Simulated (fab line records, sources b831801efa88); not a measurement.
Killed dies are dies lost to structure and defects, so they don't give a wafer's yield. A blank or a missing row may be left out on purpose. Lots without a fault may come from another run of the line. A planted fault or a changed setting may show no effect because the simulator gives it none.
Problem report in the 8D (eight disciplines) form, filled by code | flow sky130 | the parts of the form that need people (team, actions taken, sign-off) are left out

1. THE PROBLEM
killed_at_contacts at SKY_PAD_OPEN_PROBE_99 reads a mean of 75 on 1 wafer of 1 lot; wafers without a fault read 23 with a standard deviation of 5.1. That is +10 standard deviations from the usual mean.
First seen on wafer L766.6, day 49 10:49, on prober-02. The record holds 6 wafers of 2 lots with a number at this step. Rule for "out", or "out of limits": more than 4 standard deviations from the usual mean. The other wafers with a number count as sound.

2. WHAT IT IS AND WHAT IT IS NOT
question                    | is                              | is not
which readings at this step | killed_at_contacts, killed_dies | killed_at_M0_to_M3, killed_at_M4_up, killed_at_front_end, killed_at_other, killed_open, killed_short
which lots                  | L766                            | L758
which wafers of those lots  | L766.6                          | L766.1, L766.4
read on which tools         | prober-02                       | -
when                        | from day 49 10:49               | up to then (5 sound wafers)

3. SUSPECTS, AND WHAT RULES EACH OUT
Counting: a tool at a process step up to the reading stays a suspect if it ran every lot that is out. Sound lots after the first of them don't rule it out here, since some wafers of a struck lot are sound.
- hdpcvd-01 at SKY_LI_CONTACT_HDPCVD_00 (deposits PSG, target thk 930 nm, time 155 s): kept. It ran the lot that is out, L766 (day 32 20:15); its last sound lot up to then is L758 (day 30 00:44).
- rie_diel-02 at SKY_PASSIVATION_ETCH_11 (etches the open film in CF4/O2, stops on AlCu, target depth 725 nm, time 161.1 s): kept. It ran the lot that is out, L766 (day 48 13:04).
- prober-02 at SKY_PAD_OPEN_PROBE_99: kept. It ran the lot that is out, L766 (day 49 10:34); its last sound lot up to then is L758 (day 47 11:53). Its own readings are out on those wafers: killed_at_contacts, killed_dies.
- Within rie_diel-02 at SKY_PASSIVATION_ETCH_11: the wafers that are out ran in chamber 3; their sound lot-mates ran in chambers 1, 2.
Left after counting: hdpcvd-01 at SKY_LI_CONTACT_HDPCVD_00, rie_diel-02 at SKY_PASSIVATION_ETCH_11, prober-02 at SKY_PAD_OPEN_PROBE_99.

4. THE CAUSE (what the simulator had put in)
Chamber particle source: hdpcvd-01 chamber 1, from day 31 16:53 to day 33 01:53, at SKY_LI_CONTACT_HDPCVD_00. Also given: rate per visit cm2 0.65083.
Counting left 3 suspects, and this tool is among them.

5. THE CHAIN OF EFFECTS, in route order
Each row: a reading whose mean over the struck wafers that have a number lies more than 3 standard deviations from the usual. Only readings for which the record gives a usual standard deviation are gone through. hours: the time from each lot's start at the first step in this table that gives one to its start at this step, as a median over the lots. sigmas: the change in usual standard deviations.
hours | step                  | reading            | usual | on struck wafers | change | sigmas
0     | SKY_PAD_OPEN_PROBE_99 | killed_at_contacts | 23    | 75               | +52    | +10
0     | SKY_PAD_OPEN_PROBE_99 | killed_dies        | 85    | 138              | +53    | +5.6
The process steps in it:
- SKY_PAD_OPEN_PROBE_99

6. WHAT WOULD HAVE CAUGHT IT SOONER
In this record the first reading out of limits was taken at day 49 10:49, 426 hours after the fault began at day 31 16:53.
All the lots that are out (1) had begun SKY_LI_CONTACT_HDPCVD_00 on hdpcvd-01 by day 49 10:49. A hold on the tool at that time would have spared none of them.
